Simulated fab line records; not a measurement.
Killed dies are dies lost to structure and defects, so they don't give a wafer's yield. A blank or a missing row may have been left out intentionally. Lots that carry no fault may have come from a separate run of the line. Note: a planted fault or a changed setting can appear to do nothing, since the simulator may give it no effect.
fab line records | flow gf180mcu
record lots=14 | wafers=42 | last_day=34
route steps=602 shown HV_LDD@182 CONTACT@289 M1@330 V1@340
lots that met no fault: taken from a fault-free run of the same line
start_h: hours from the record's first day to the start of the lot's first wafer shown | wait_h: time in hours since the lot's previous step | " identical to the entry in the row above | L1.1+2: one row covering several wafers at once | - no value, or no start given | * or withheld: withheld | < > ~ a bound
route shown NAME@n: names a module that has steps shown in the file, with the first one's number in the route | usual: average and standard deviation across the fault-free wafers | same: alike in all rows | chamber/n: place in a boat | sites: readings site by site | _std_site: standard deviation across them | _edge_site: inner sites' mean taken away from outer sites' mean | radius_mm: how far each site lies from the wafer's centre | mask NAME#n: copy n | behind: the most recent tool/chamber to have shaped the wafer | hold: why the lot went on hold/how many hours it stayed there/how the hold came to an end | device: transistor that didn't switch, given as n, p or np | end of line: the same wafers' tests at the end of the route | a step given without rows: its recipe and nothing more | killed: dies lost to structure and defects at the first sort, not the wafer's yield | map: the dies of a wafer, with x for killed, . for not killed, _ for no die there
set.NAME: the setting that was run; set.NAME@STEP: the one run at that earlier step | model.NAME: the simulator's own value behind a step, which no gauge read
route steps across a sampled set of lots; one table per step, one row per wafer
services: when a tool's chamber went out of use (start_h, in hours from the record's first day, below 0 if earlier), for how many hours, and the reason
## steps
# step GF_HV_LDD_DEVELOP_06
# recipe develop_time_s=60 | dev_temp_c=23
lot.wafer  | tool           | chamber | start_h | wait_h
L464.3+4+6 | litho_track-02 | 0       | 218.10  | 0.1
L465.2+4+5 | litho_track-04 | 0       | 223.20  | 0.1
L466.4+5+6 | litho_track-03 | 0       | 232.24  | 0.1
L468.1+2+4 | litho_track-03 | 0       | 243.52  | 0.1
L469.1+3+4 | litho_track-04 | 0       | 254.17  | 0.1
L470.2+4+5 | litho_track-04 | 0       | 261.30  | 0.1
L477.1+3+5 | litho_track-03 | 0       | 312.42  | 0.1
L478.3+4+5 | litho_track-03 | 0       | 321.02  | 0.1
L479.2+3+6 | litho_track-04 | 0       | 335.10  | 0.1
L480.2+4+6 | litho_track-02 | 0       | 343.67  | 0.1
L482.1+3+5 | litho_track-04 | 0       | 351.82  | 0.1
L483.2+3+5 | litho_track-02 | 0       | 357.27  | 0.1
L486.2+3+5 | litho_track-04 | 0       | 383.15  | 0.1
L487.1+5+6 | litho_track-04 | 0       | 386.67  | 0.1
# step GF_HV_LDD_CD_MEAS_07
# recipe target_cd_nm=400
# usual cd_nm=399.5/1.8
lot.wafer | tool      | chamber | start_h | wait_h | cd_nm
L464.3    | cd_sem-02 | -       | 218.24  | 0.1    | 397.6
L464.4    | "         | -       | "       | "      | 396.2
L464.6    | "         | -       | "       | "      | 395.9
L465.2    | cd_sem-01 | -       | 223.34  | 0.1    | 400.2
L465.4    | "         | -       | "       | "      | 400.8
L465.5    | "         | -       | "       | "      | 400.2
L466.4    | cd_sem-01 | -       | 232.38  | 0.1    | 398.0
L466.5    | "         | -       | "       | "      | 398.4
L466.6    | "         | -       | "       | "      | 399.2
L468.1    | cd_sem-02 | -       | 243.67  | 0.1    | 401.0
L468.2    | "         | -       | "       | "      | 400.4
L468.4    | "         | -       | "       | "      | 400.9
L469.1    | cd_sem-01 | -       | 254.32  | 0.1    | 403.3
L469.3    | "         | -       | "       | "      | 399.1
L469.4    | "         | -       | "       | "      | 399.8
L470.2    | cd_sem-01 | -       | 261.44  | 0.1    | 398.9
L470.4    | "         | -       | "       | "      | 399.2
L470.5    | "         | -       | "       | "      | 399.5
L477.1    | cd_sem-02 | -       | 312.57  | 0.1    | 374.9
L477.3    | "         | -       | "       | "      | 375.6
L477.5    | "         | -       | "       | "      | 376.0
L478.3    | cd_sem-01 | -       | 321.16  | 0.1    | 375.1
L478.4    | "         | -       | "       | "      | 373.6
L478.5    | "         | -       | "       | "      | 372.1
L479.2    | cd_sem-02 | -       | 335.24  | 0.1    | 397.8
L479.3    | "         | -       | "       | "      | 397.6
L479.6    | "         | -       | "       | "      | 398.3
L480.2    | cd_sem-01 | -       | 343.82  | 0.1    | 400.2
L480.4    | "         | -       | "       | "      | 398.5
L480.6    | "         | -       | "       | "      | 400.7
L482.1    | cd_sem-02 | -       | 351.97  | 0.1    | 397.7
L482.3    | "         | -       | "       | "      | 398.8
L482.5    | "         | -       | "       | "      | 399.4
L483.2    | cd_sem-02 | -       | 357.42  | 0.1    | 395.9
L483.3    | "         | -       | "       | "      | 397.7
L483.5    | "         | -       | "       | "      | 398.2
L486.2    | cd_sem-02 | -       | 383.33  | 0.2    | 397.4
L486.3    | "         | -       | "       | "      | 398.9
L486.5    | "         | -       | "       | "      | 397.4
L487.1    | cd_sem-02 | -       | 386.82  | 0.1    | 400.7
L487.5    | "         | -       | "       | "      | 398.4
L487.6    | "         | -       | "       | "      | 400.1
# step GF_CONTACT_CVD_02
# recipe material=SiO2 | target_thk_nm=860 | precursor=TEOS | temp_c=400 | time_s=95.992 | rf_w=600
# usual heater_power_w=669/120 | rf_fwd_power_W=596.4/1.7
lot.wafer | tool     | chamber | start_h | wait_h | heater_power_w | rf_fwd_power_W
L464.3    | pecvd-01 | 0       | 340.25  | 0.0    | 603            | 597.9
L464.4    | "        | 2       | "       | "      | 525            | 596.5
L464.6    | "        | 0       | "       | "      | 664            | 597.3
L465.2    | pecvd-02 | 1       | 346.42  | 0.0    | 773            | 595.3
L465.4    | "        | 1       | "       | "      | 819            | 593.4
L465.5    | "        | 2       | "       | "      | 595            | 594.4
L466.4    | pecvd-01 | 0       | 357.34  | 0.1    | 601            | 598.9
L466.5    | "        | 1       | "       | "      | 726            | 598.1
L466.6    | "        | 2       | "       | "      | 500            | 596.2
L468.1    | pecvd-04 | 2       | 369.89  | 0.1    | 872            | 599.2
L468.2    | "        | 1       | "       | "      | 748            | 596.8
L468.4    | "        | 1       | "       | "      | 606            | 596.2
L469.1    | pecvd-01 | 0       | 384.12  | 0.1    | 697            | 598.7
L469.3    | "        | 2       | "       | "      | 475            | 598.1
L469.4    | "        | 2       | "       | "      | 510            | 597.3
L470.2    | pecvd-02 | 0       | 393.23  | 0.0    | 629            | 594.9
L470.4    | "        | 1       | "       | "      | 641            | 595.6
L470.5    | "        | 0       | "       | "      | 514            | 593.4
L477.1    | pecvd-02 | 2       | 454.70  | 0.1    | 576            | 594.8
L477.3    | "        | 0       | "       | "      | 665            | 596.2
L477.5    | "        | 0       | "       | "      | 516            | 595.6
L478.3    | pecvd-02 | 1       | 463.89  | 0.0    | 751            | 597.0
L478.4    | "        | 1       | "       | "      | 779            | 595.0
L478.5    | "        | 0       | "       | "      | 669            | 596.3
L479.2    | pecvd-01 | 0       | 480.52  | 0.0    | 707            | 597.3
L479.3    | "        | 2       | "       | "      | 493            | 597.5
L479.6    | "        | 1       | "       | "      | 661            | 598.5
L480.2    | pecvd-02 | 2       | 490.31  | 0.0    | 554            | 594.5
L480.4    | "        | 2       | "       | "      | 575            | 593.4
L480.6    | "        | 0       | "       | "      | 514            | 595.3
L482.1    | pecvd-04 | 1       | 500.94  | 0.1    | 672            | 596.6
L482.3    | "        | 0       | "       | "      | 876            | 597.7
L482.5    | "        | 2       | "       | "      | 879            | 597.4
L483.2    | pecvd-04 | 0       | 503.49  | 0.0    | 760            | 597.9
L483.3    | "        | 2       | "       | "      | 763            | 596.9
L483.5    | "        | 2       | "       | "      | 798            | 596.8
L486.2    | pecvd-01 | 0       | 532.73  | 0.0    | 664            | 595.4
L486.3    | "        | 2       | "       | "      | 476            | 594.6
L486.5    | "        | 1       | "       | "      | 747            | 599.2
L487.1    | pecvd-04 | 2       | 536.12  | 0.1    | 892            | 596.1
L487.5    | "        | 1       | "       | "      | 767            | 593.2
L487.6    | "        | 2       | "       | "      | 731            | 597.8
# step GF_M1_OVL_MEAS_15
# usual M1_OVL=1/6.1
lot.wafer | tool       | chamber | start_h | wait_h | M1_OVL[nm]
L464.3    | overlay-02 | -       | 385.93  | 0.1    | -2
L464.4    | "          | -       | "       | "      | -5
L464.6    | "          | -       | "       | "      | -6
L465.2    | overlay-02 | -       | 393.22  | 0.1    | 2
L465.4    | "          | -       | "       | "      | -5
L465.5    | "          | -       | "       | "      | -3
L466.4    | overlay-01 | -       | 403.78  | 0.1    | 5
L466.5    | "          | -       | "       | "      | 5
L466.6    | "          | -       | "       | "      | 8
L468.1    | overlay-01 | -       | 419.39  | 0.1    | -1
L468.2    | "          | -       | "       | "      | 5
L468.4    | "          | -       | "       | "      | 4
L469.1    | overlay-01 | -       | 433.59  | 0.1    | -3
L469.3    | "          | -       | "       | "      | 3
L469.4    | "          | -       | "       | "      | 0
L470.2    | overlay-02 | -       | 441.37  | 0.1    | 10
L470.4    | "          | -       | "       | "      | 14
L470.5    | "          | -       | "       | "      | 10
L477.1    | overlay-01 | -       | 504.79  | 0.1    | -2
L477.3    | "          | -       | "       | "      | -6
L477.5    | "          | -       | "       | "      | -15
L478.3    | overlay-01 | -       | 513.90  | 0.1    | 0
L478.4    | "          | -       | "       | "      | 0
L478.5    | "          | -       | "       | "      | -3
L479.2    | overlay-02 | -       | 528.47  | 0.1    | -4
L479.3    | "          | -       | "       | "      | -5
L479.6    | "          | -       | "       | "      | 6
L480.2    | overlay-01 | -       | 539.04  | 0.1    | 2
L480.4    | "          | -       | "       | "      | -10
L480.6    | "          | -       | "       | "      | -2
L482.1    | overlay-02 | -       | 549.63  | 0.1    | 11
L482.3    | "          | -       | "       | "      | 12
L482.5    | "          | -       | "       | "      | 11
L483.2    | overlay-01 | -       | 551.22  | 0.1    | -2
L483.3    | "          | -       | "       | "      | 1
L483.5    | "          | -       | "       | "      | -1
L486.2    | overlay-02 | -       | 578.72  | 0.1    | -5
L486.3    | "          | -       | "       | "      | 2
L486.5    | "          | -       | "       | "      | -1
L487.1    | overlay-02 | -       | 582.21  | 0.1    | -2
L487.5    | "          | -       | "       | "      | 4
L487.6    | "          | -       | "       | "      | 4
# step GF_V1_BOW_MEAS_05
# recipe mode=bow
# usual V1_BOW=82/7.4
lot.wafer | tool          | chamber | start_h | wait_h | V1_BOW[um]
L464.3    | film_metro-03 | -       | 387.22  | 0.3    | 80
L464.4    | "             | -       | "       | "      | 81
L464.6    | "             | -       | "       | "      | 79
L465.2    | film_metro-03 | -       | 394.50  | 0.3    | 85
L465.4    | "             | -       | "       | "      | 83
L465.5    | "             | -       | "       | "      | 87
L466.4    | film_metro-03 | -       | 405.22  | 0.3    | 76
L466.5    | "             | -       | "       | "      | 94
L466.6    | "             | -       | "       | "      | 74
L468.1    | film_metro-02 | -       | 420.68  | 0.1    | 89
L468.2    | "             | -       | "       | "      | 87
L468.4    | "             | -       | "       | "      | 78
L469.1    | film_metro-02 | -       | 434.86  | 0.3    | 77
L469.3    | "             | -       | "       | "      | 91
L469.4    | "             | -       | "       | "      | 90
L470.2    | film_metro-03 | -       | 442.65  | 0.3    | 77
L470.4    | "             | -       | "       | "      | 66
L470.5    | "             | -       | "       | "      | 81
L477.1    | film_metro-01 | -       | 506.05  | 0.1    | 71
L477.3    | "             | -       | "       | "      | 71
L477.5    | "             | -       | "       | "      | 91
L478.3    | film_metro-03 | -       | 515.31  | 0.3    | 78
L478.4    | "             | -       | "       | "      | 79
L478.5    | "             | -       | "       | "      | 81
L479.2    | film_metro-02 | -       | 529.79  | 0.1    | 85
L479.3    | "             | -       | "       | "      | 98
L479.6    | "             | -       | "       | "      | 90
L480.2    | film_metro-03 | -       | 540.32  | 0.2    | 94
L480.4    | "             | -       | "       | "      | 78
L480.6    | "             | -       | "       | "      | 83
L482.1    | film_metro-02 | -       | 550.90  | 0.1    | 90
L482.3    | "             | -       | "       | "      | 92
L482.5    | "             | -       | "       | "      | 81
L483.2    | film_metro-03 | -       | 552.53  | 0.2    | 85
L483.3    | "             | -       | "       | "      | 77
L483.5    | "             | -       | "       | "      | 93
L486.2    | film_metro-03 | -       | 580.04  | 0.2    | 67
L486.3    | "             | -       | "       | "      | 80
L486.5    | "             | -       | "       | "      | 75
L487.1    | film_metro-02 | -       | 583.48  | 0.1    | 101
L487.5    | "             | -       | "       | "      | 80
L487.6    | "             | -       | "       | "      | 94
## services
tool           | chamber | start_h | hours | kind
litho_track-04 | -       | 216.64  | -     | consumable_replace:filter
pecvd-01       | -       | 226.75  | 4.3   | pm
pecvd-04       | -       | 238.52  | 2.8   | pm
pecvd-01       | -       | 243.18  | 0.5   | repair
pecvd-01       | 1       | 263.70  | 2.6   | repair
pecvd-01       | 0       | 272.71  | 14.2  | repair
litho_track-02 | -       | 319.89  | -     | consumable_replace:filter
pecvd-04       | -       | 325.08  | 5.5   | pm
pecvd-01       | -       | 327.14  | 1.0   | repair
litho_track-04 | -       | 346.43  | -     | consumable_replace:filter
pecvd-04       | 1       | 359.31  | 8.0   | repair
pecvd-01       | -       | 368.88  | 14.0  | pm
pecvd-01       | 0       | 368.88  | 14.0  | vent_cycle
pecvd-01       | 1       | 368.88  | 14.0  | vent_cycle
pecvd-01       | 2       | 368.88  | 14.0  | vent_cycle
pecvd-01       | 0       | 382.88  | -     | clean
pecvd-01       | 1       | 382.88  | -     | clean
pecvd-01       | 2       | 382.88  | -     | clean
pecvd-02       | -       | 521.43  | 4.3   | pm
## key
first_sign step=GF_HV_LDD_CD_MEAS_07 | reading=cd_nm | direction=down | sigmas=14 | usual=399.5 | struck=374.5
effect none on later readings
met_at GF_HV_LDD_DEVELOP_06
struck_lots L477,L478
tester_left_out L477,L478
not_acting_at GF_CONTACT_CVD_02,GF_M1_OVL_MEAS_15,GF_V1_BOW_MEAS_05
onset_between 243.52 312.42
fault kind=process_parameter_drift | tool=litho_track-03 | chamber=- | onset_h=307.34 | steps=GF_HV_LDD_DEVELOP_06 | channel=develop_time_s | offset=* | shape=step | end_h=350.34 | acts_in=* | stated=*
# tester_left_out: of these lots the tester's yield and bins aren't shown, on N5 and GAA mostly nor the transistor test; their killed dies are dies lost to structure and defects alone, not to doping, threshold or leakage, so they don't give the yield
